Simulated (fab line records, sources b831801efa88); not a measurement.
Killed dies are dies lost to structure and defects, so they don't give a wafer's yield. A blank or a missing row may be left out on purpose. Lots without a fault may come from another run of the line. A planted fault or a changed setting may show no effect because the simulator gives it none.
Which tool did it? | flow gf180mcu | 11 lots, 33 wafers sampled, at 6 steps of a route of 602

WHAT THE GAUGES READ, wafer by wafer
GF_VT_IMPLANT_TW_MEAS_43. Usual: VT_IMPLANT_4_TW 690, standard deviation 11.
lot  | measured     | on            | VT_IMPLANT_4_TW | flag
L895 | day 8 08:26  | film_metro-03 | 697 699 697     |
L897 | day 8 23:38  | film_metro-02 | 697 699 694     |
L899 | day 9 13:21  | film_metro-04 | 675 677 675     |
L900 | day 9 20:14  | film_metro-04 | 675 677 672     |
L902 | day 10 09:17 | film_metro-02 | 702 697 701     |
L909 | day 12 09:04 | film_metro-02 | 30 30 30        | OFF
L910 | day 12 12:55 | film_metro-02 | 31 30 30        | OFF
L911 | day 12 19:40 | film_metro-03 | 30 30 30        | OFF
L913 | day 13 11:52 | film_metro-03 | 695 695 694     |
L914 | day 13 17:25 | film_metro-04 | 675 674 675     |
L915 | day 14 01:53 | film_metro-03 | 702 702 702     |

GF_V1_THK_MEAS_01. Usual: V1_CVD_00_THK 599 nm, standard deviation 7.
lot  | measured     | on            | V1_CVD_00_THK (nm) | flag
L895 | day 18 05:35 | film_metro-02 | 594 605 608        |
L897 | day 19 06:35 | film_metro-04 | 593 591 605        |
L899 | day 20 01:49 | film_metro-02 | 601 598 586        |
L900 | day 20 09:51 | film_metro-02 | 609 593 594        |
L902 | day 21 01:38 | film_metro-04 | 606 603 605        |
L913 | day 24 16:44 | film_metro-04 | 592 602 598        |
L914 | day 24 22:49 | film_metro-04 | 599 589 595        |
L915 | day 25 07:56 | film_metro-02 | 582 593 590        |

GF_V1_THK_MEAS_25: measures by xrf. Usual: V1_W_THK 352 nm, standard deviation 5.6.
lot  | measured     | on            | V1_W_THK (nm) | flag
L895 | day 19 07:34 | film_metro-01 | 346 340 344   |
L897 | day 20 08:29 | film_metro-04 | 353 348 353   |
L899 | day 21 03:05 | film_metro-01 | 346 347 347   |
L900 | day 21 11:28 | film_metro-01 | 347 341 339   |
L902 | day 22 03:01 | film_metro-04 | 344 355 348   |
L913 | day 25 16:08 | film_metro-04 | 346 345 350   |
L914 | day 25 22:03 | film_metro-02 | 356 349 354   |
L915 | day 26 06:46 | film_metro-01 | 348 352 352   |

WHICH TOOL RAN EACH LOT (tool, then ch and the chambers of the sampled wafers, then the start)
lot  | GF_DNWELL_STRIP_08                  | GF_VT_IMPLANT_STRIP_31               | GF_VT_IMPLANT_STRIP_42
L895 | plasma_asher-04 ch 0,1, day 3 10:17 | plasma_asher-03 ch 0,1, day 7 15:35  | plasma_asher-03 ch 0,1, day 8 08:21
L897 | plasma_asher-03 ch 0,1, day 3 22:02 | plasma_asher-01 ch 1, day 8 06:34    | plasma_asher-03 ch 1, day 8 23:32
L899 | plasma_asher-04 ch 0,1, day 4 08:31 | plasma_asher-03 ch 0,1, day 8 20:13  | plasma_asher-01 ch 0,1, day 9 13:14
L900 | plasma_asher-04 ch 0,1, day 4 15:04 | plasma_asher-01 ch 0,1, day 9 02:14  | plasma_asher-04 ch 0,1, day 9 20:08
L902 | plasma_asher-02 ch 0,1, day 4 23:23 | plasma_asher-01 ch 0,1, day 9 16:01  | plasma_asher-03 ch 0,1, day 10 09:11
L909 | plasma_asher-03 ch 0,1, day 6 13:01 | plasma_asher-01 ch 0,1, day 11 13:23 | plasma_asher-01 ch 0,1, day 12 08:58
L910 | plasma_asher-04 ch 0,1, day 6 18:19 | plasma_asher-03 ch 0,1, day 11 17:46 | plasma_asher-04 ch 0,1, day 12 12:49
L911 | plasma_asher-04 ch 0,1, day 6 23:01 | plasma_asher-01 ch 0,1, day 12 00:07 | plasma_asher-04 ch 0,1, day 12 19:35
L913 | plasma_asher-03 ch 0, day 7 10:06   | plasma_asher-01 ch 1, day 12 15:49   | plasma_asher-04 ch 0,1, day 13 11:46
L914 | plasma_asher-04 ch 0,1, day 7 15:36 | plasma_asher-04 ch 0,1, day 12 21:50 | plasma_asher-01 ch 0,1, day 13 17:19
L915 | plasma_asher-03 ch 0,1, day 7 21:04 | plasma_asher-01 ch 0,1, day 13 05:19 | plasma_asher-04 ch 0,1, day 14 01:47
- GF_DNWELL_STRIP_08: strips in O2/N2.
- GF_VT_IMPLANT_STRIP_31: strips in O2/N2.
- GF_VT_IMPLANT_STRIP_42: strips in O2/N2.

WHAT THE TOOLS THEMSELVES READ (means of the sampled wafers that have a number; where no wafer has one, the mark that the record gives instead)
GF_DNWELL_STRIP_08. Usual: chamber_pressure_mTorr 1500.2 mTorr, standard deviation 1.3; drypump_motor_current_A 5.6 A, standard deviation 0.36; heater_power_w 306 W, standard deviation 13; oes_product_au 0.723 a.u., standard deviation 0.0044; strip_time_to_endpoint_s 37.02 s, standard deviation 0.098.
lot  | tool            | chamber_pressure_mTorr (mTorr) | drypump_motor_current_A (A) | heater_power_w (W) | oes_product_au (a.u.) | strip_time_to_endpoint_s (s) | flag
L895 | plasma_asher-04 | 1500.1                         | 5.4                         | 305                | 0.724                 | 37.04                        |
L897 | plasma_asher-03 | 1500.2                         | 5.8                         | 309                | 0.724                 | 36.87                        |
L899 | plasma_asher-04 | 1499.7                         | 5.4                         | 306                | 0.724                 | 37.04                        |
L900 | plasma_asher-04 | 1500.2                         | 5.2                         | 317                | 0.724                 | 37.03                        |
L902 | plasma_asher-02 | 1500.4                         | 5.8                         | 288                | 0.721                 | 36.94                        |
L909 | plasma_asher-03 | 1500.7                         | 5.8                         | 305                | 0.723                 | 37.10                        |
L910 | plasma_asher-04 | 1500.3                         | 5.5                         | 308                | 0.721                 | 36.91                        |
L911 | plasma_asher-04 | 1501.2                         | 5.4                         | 303                | 0.725                 | 36.89                        |
L913 | plasma_asher-03 | 1499.6                         | 5.9                         | 300                | 0.728                 | 37.03                        |
L914 | plasma_asher-04 | 1500.1                         | 5.2                         | 314                | 0.722                 | 37.16                        |
L915 | plasma_asher-03 | 1498.9                         | 5.8                         | 304                | 0.723                 | 36.90                        |

GF_VT_IMPLANT_STRIP_31. Usual: chamber_pressure_mTorr 1500 mTorr, standard deviation 6.5; drypump_motor_current_A 5.9 A, standard deviation 0.39; heater_power_w 302 W, standard deviation 16; oes_product_au 0.716 a.u., standard deviation 0.0039; strip_time_to_endpoint_s 12.66 s, standard deviation 0.033.
lot  | tool            | chamber_pressure_mTorr (mTorr) | drypump_motor_current_A (A) | heater_power_w (W) | oes_product_au (a.u.) | strip_time_to_endpoint_s (s) | flag
L895 | plasma_asher-03 | 1500                           | 5.8                         | 304                | 0.714                 | 12.65                        |
L897 | plasma_asher-01 | 1501                           | 6.2                         | 281                | 0.717                 | 12.69                        |
L899 | plasma_asher-03 | 1499                           | 5.8                         | 307                | 0.715                 | 12.64                        |
L900 | plasma_asher-01 | 1500                           | 6.2                         | 292                | 0.721                 | 12.64                        |
L902 | plasma_asher-01 | 1500                           | 6.1                         | 300                | 0.718                 | 12.69                        |
L909 | plasma_asher-01 | -                              | -                           | -                  | -                     | -                            | OFF
L910 | plasma_asher-03 | -                              | -                           | -                  | -                     | -                            | OFF
L911 | plasma_asher-01 | -                              | -                           | -                  | -                     | -                            | OFF
L913 | plasma_asher-01 | 1500                           | 6.2                         | 277                | 0.717                 | 12.67                        |
L914 | plasma_asher-04 | 1500                           | 5.4                         | 302                | 0.713                 | 12.64                        |
L915 | plasma_asher-01 | 1501                           | 6.2                         | 292                | 0.716                 | 12.62                        |

GF_VT_IMPLANT_STRIP_42. Usual: chamber_pressure_mTorr 1500.1 mTorr, standard deviation 1.3; drypump_motor_current_A 5.8 A, standard deviation 0.38; heater_power_w 304 W, standard deviation 15; oes_product_au 0.716 a.u., standard deviation 0.0046; strip_time_to_endpoint_s 12.67 s, standard deviation 0.032.
lot  | tool            | chamber_pressure_mTorr (mTorr) | drypump_motor_current_A (A) | heater_power_w (W) | oes_product_au (a.u.) | strip_time_to_endpoint_s (s) | flag
L895 | plasma_asher-03 | 1500.5                         | 5.6                         | 313                | 0.713                 | 12.62                        |
L897 | plasma_asher-03 | 1500.8                         | 5.5                         | 320                | 0.714                 | 12.67                        |
L899 | plasma_asher-01 | 1499.6                         | 6.2                         | 289                | 0.717                 | 12.65                        |
L900 | plasma_asher-04 | 1499.1                         | 5.2                         | 321                | 0.712                 | 12.70                        |
L902 | plasma_asher-03 | 1499.6                         | 5.8                         | 302                | 0.717                 | 12.66                        |
L909 | plasma_asher-01 | 1499.7                         | 6.1                         | 303                | 0.718                 | 27.71                        | OFF
L910 | plasma_asher-04 | 1500.4                         | 5.2                         | 313                | 0.719                 | 27.73                        | OFF
L911 | plasma_asher-04 | 1501.2                         | 5.2                         | 312                | 0.721                 | 27.65                        | OFF
L913 | plasma_asher-04 | 1501.3                         | 5.4                         | 305                | 0.715                 | 12.67                        |
L914 | plasma_asher-01 | 1499.3                         | 6.1                         | 291                | 0.717                 | 12.68                        |
L915 | plasma_asher-04 | 1500.6                         | 5.4                         | 306                | 0.714                 | 12.69                        |

THE ANSWER, worked out from the rows above alone
Rule: a lot is off if the mean of its wafers that have a number lies more than 3 standard deviations from the usual mean. A lot without any number at a reading at which 4 lots or more have one is off too. The other lots that the step has rows for count as sound. The gauges are gone through in route order, then the tools' own readings, and for those a lot's mean is taken as printed above. The first step at which some lot is off is used, and at that step the reading that is off furthest; a lot without a number counts as furthest.
Off: L909, L910, L911, at GF_VT_IMPLANT_TW_MEAS_43 (VT_IMPLANT_4_TW).
A tool fits if, at a process step before that reading, it ran every lot that is off, and no sound lot after the first of them. The gauges at GF_VT_IMPLANT_TW_MEAS_43 aren't tried: what is off there is off at GF_VT_IMPLANT_STRIP_31 too, on other tools, and a gauge's error can't cause that. None of those tried fits.

WHAT THE SIMULATOR HAD PUT IN
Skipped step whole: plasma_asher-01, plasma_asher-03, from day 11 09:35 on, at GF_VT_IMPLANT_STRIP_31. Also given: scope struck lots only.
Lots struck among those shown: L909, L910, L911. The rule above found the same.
